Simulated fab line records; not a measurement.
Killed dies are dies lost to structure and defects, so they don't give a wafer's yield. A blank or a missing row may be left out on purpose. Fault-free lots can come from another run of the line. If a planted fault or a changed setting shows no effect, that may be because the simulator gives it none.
Split-lot trial | flow sfq line | 23 wafers read across 5 lots, on a route 325 steps long

ON THE SPLIT
At SFQ_TRILAYER_I7_VIA_LITHO_COAT_192 (resist thk 62 nm), the setting spin rpm was moved away from the recipe's 3000 rpm on 6 of the 23 wafers read, by +4.0%. For the rest of the wafers, this setting stayed at what the recipe calls for.

Reading taken at the split's own step.

THE READING
BARC_of_TRILAYER_I7_VIA_LITHO_COAT_192.thk nm (the simulator's own value, which no gauge read), in nm, at SFQ_TRILAYER_I7_VIA_LITHO_COAT_192 (resist thk 62 nm). The file does not state a usual value for it. Across the 17 wafers here that went through the recipe, the average is 61.95 nm and the standard deviation 0.12 nm.

wafer  | tool, chamber at the split | spin rpm as run, rpm | against the recipe | BARC_of_TRILAYER_I7_VIA_LITHO_COAT_192.thk nm, nm | against lot-mates on the recipe
L074.2 | litho track-02, 0          | 3000                 | recipe             | 61.87                                             | -
L074.3 | litho track-02, 0          | 3119                 | +4.0%              | 60.63                                             | -1.34
L074.4 | litho track-02, 0          | 3000                 | recipe             | 62.08                                             | -
L074.5 | litho track-02, 0          | 3119                 | +4.0%              | 60.73                                             | -1.24
L074.6 | litho track-02, 0          | 3119                 | +4.0%              | 60.8                                              | -1.17
L075.1 | litho track-04, 0          | 3119                 | +4.0%              | 60.65                                             | -1.42
L075.3 | litho track-04, 0          | 3000                 | recipe             | 62.24                                             | -
L075.4 | litho track-04, 0          | 3119                 | +4.0%              | 60.69                                             | -1.38
L075.5 | litho track-04, 0          | 3000                 | recipe             | 61.9                                              | -
L075.6 | litho track-04, 0          | 3119                 | +4.0%              | 60.86                                             | -1.21
L078.1 | litho track-02, 0          | 3000                 | recipe             | 62.03                                             | -
L078.2 | litho track-02, 0          | 3000                 | recipe             | 61.95                                             | -
L078.6 | litho track-02, 0          | 3000                 | recipe             | 62.04                                             | -
L080.1 | litho track-02, 0          | 3000                 | recipe             | 61.83                                             | -
L080.2 | litho track-02, 0          | 3000                 | recipe             | 61.85                                             | -
L080.4 | litho track-02, 0          | 3000                 | recipe             | 61.93                                             | -
L080.5 | litho track-02, 0          | 3000                 | recipe             | 61.99                                             | -
L080.6 | litho track-02, 0          | 3000                 | recipe             | 61.8                                              | -
L084.1 | litho track-03, 0          | 3000                 | recipe             | 62.01                                             | -
L084.3 | litho track-03, 0          | 3000                 | recipe             | 61.99                                             | -
L084.4 | litho track-03, 0          | 3000                 | recipe             | 61.96                                             | -
L084.5 | litho track-03, 0          | 3000                 | recipe             | 62.04                                             | -
L084.6 | litho track-03, 0          | 3000                 | recipe             | 61.7                                              | -

THE FIT
A straight line over all 23 wafers: BARC_of_TRILAYER_I7_VIA_LITHO_COAT_192.thk nm changes by -0.309 nm for each +1% of spin rpm; r = -0.98; the points scatter about the line by 0.12 nm.
The same after taking each lot's own level away (the mean of its wafers on the recipe; 23 wafers): -0.327 nm for each +1%; r = -0.98; scatter 0.11 nm.
Per that fit: largest spin rpm move, reading shift of 1.3 nm.
Measured against the standard deviation above, the lots' own levels, which go from 61.880 to 62.070 nm, span 1.6 times it.
So the lot-to-lot level changes the slope little: the two slopes agree.
Check: -1.29 nm against its lot-mates is what the line predicts for one of the wafers moved furthest among these (+4.0%) when that wafer is left out of the fit. It came out at -1.34 nm against them.

THESE WAFERS: OTHER SPLITS
Before the reading, these wafers also passed through other splits. Each is held against what the fit with the lots' levels taken away leaves over:
other split on the same wafers                 | wafers away from the commonest value | r with BARC_of_TRILAYER_I7_VIA_LITHO_COAT_192.thk nm (lot level and that fit taken away)
SFQ_TRILAYER_C5_LITHO_PEB_154 peb time s       | 11                                   | +0.07
SFQ_TRILAYER_M6_LITHO_COAT_164 resist thk nm   | 9                                    | +0.08
SFQ_TRILAYER_I6_CMP_CMP_166 leave above ref nm | 10                                   | -0.26
SFQ_TRILAYER_I6_VIA_LITHO_EXPOSE_170 dose mj   | 7                                    | +0.27
SFQ_TRILAYER_M7_LITHO_COAT_182 resist thk nm   | 7                                    | -0.11

THE FILE'S OWN FIT
BARC_of_TRILAYER_I7_VIA_LITHO_COAT_192.thk nm changes by -0.326 nm for each +1% of spin rpm, r = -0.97.
